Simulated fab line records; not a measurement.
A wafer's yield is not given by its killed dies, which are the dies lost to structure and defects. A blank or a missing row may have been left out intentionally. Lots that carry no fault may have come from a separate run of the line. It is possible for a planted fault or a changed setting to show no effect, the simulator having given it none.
8D (eight disciplines) problem report, filled in by code ; flow sky130 ; the parts of the form that need people (team, actions taken, sign-off) are left out

1. WHAT IS WRONG
SONOS_ONO_CVD_02_THK at SKY_SONOS_ONO_THK_MEAS_03 reads a mean of 9.64 nm on 3 wafers of 1 lot; wafers without a fault read 10.56 nm with a standard deviation of 0.14. Relative to the usual mean, that is a shift of -6.5 standard deviations.
First observed at day 14 21:32: wafer L708.3, on film metro-03. Wafers with a number at this step in the record: 39, from 13 lots. Rule for "out", or "out of limits": more than 4 standard deviations from the usual mean. All remaining wafers that have a number are taken as sound.

2. WHAT IT IS AND WHAT IT IS NOT
question;is;is not
which readings at this step;SONOS_ONO_CVD_02_THK;-
which lots;L708;L698, L699, L701, L702, L704, L705, L706, L717, L718, L719, L720, L721
which wafers of those lots;all that have a number;-
read on which gauges;film metro-03;film metro-01, film metro-02
when;from day 14 21:32;"up to then (21 sound wafers); but 15 sound wafers of L717, L718, L719, L720, L721 came after"

3. THE SUSPECTS, EACH WITH WHAT RULES IT OUT
Counting: a tool at a process step up to the reading stays a suspect if it ran every lot that is out and no sound lot after the first of them.
- the gauge at SKY_SONOS_ONO_THK_MEAS_03: kept. All the wafers that are out were read on film metro-03, and no step on other tools shows them out.
- rtp anneal-01 at SKY_NWELL_RTA_28 (time 30 s): ruled out as a lasting fault. The sound lots L718, L720, L721 went through it after L708, its earliest lot that is out (day 7 22:37).
- plasma asher-03 at SKY_VT_ADJUST_HVTR_STRIP_10 (strips in O2/N2): ruled out as a lasting fault. The sound lots L718, L721 went through it after L708, its earliest lot that is out (day 12 13:40).
- lpcvd-02 at SKY_SONOS_ONO_CVD_02 (deposits Si3N4 from DCS/NH3, target thk 10.5 nm, time 180 s): ruled out as a lasting fault. The sound lots L717, L718, L719, L720, L721 went through it after L708, its earliest lot that is out (day 14 19:57).
Remaining after the count: film metro-03 at SKY_SONOS_ONO_THK_MEAS_03.

4. THE CAUSE (what the simulator had put in)
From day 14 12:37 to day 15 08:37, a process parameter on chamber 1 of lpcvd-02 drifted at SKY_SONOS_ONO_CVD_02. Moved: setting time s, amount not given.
Counting ruled it out, wrongly: the rule takes a fault to strike every lot that its tool runs from its start on, and this one did not.

5. SEQUENCE OF EFFECTS, ordered by route
Rows list readings where the struck wafers' mean (over those with a number) sits beyond 3 standard deviations from the usual. Scope: only readings with a usual standard deviation given in the record; hours: median across lots of the time from each lot's start at the first step in this table that gives one to its start at this step; sigmas: change in usual standard deviations.
hours;step;reading;usual;on struck wafers;change;sigmas
0;SKY_SONOS_ONO_THK_MEAS_03;SONOS_ONO_CVD_02_THK;10.56 nm;9.64;-0.92;-6.5

6. WHAT WOULD HAVE CAUGHT IT SOONER
Counted from the fault's start at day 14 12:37, it took 9 hours until the first out-of-limits reading at a measuring or inspecting step in this record, taken at day 14 21:32.
An alarm limit of 4 standard deviations would not have fired on the tool readings at SKY_SONOS_ONO_CVD_02 for which the record gives a usual standard deviation, since none of them was out on any struck wafer.
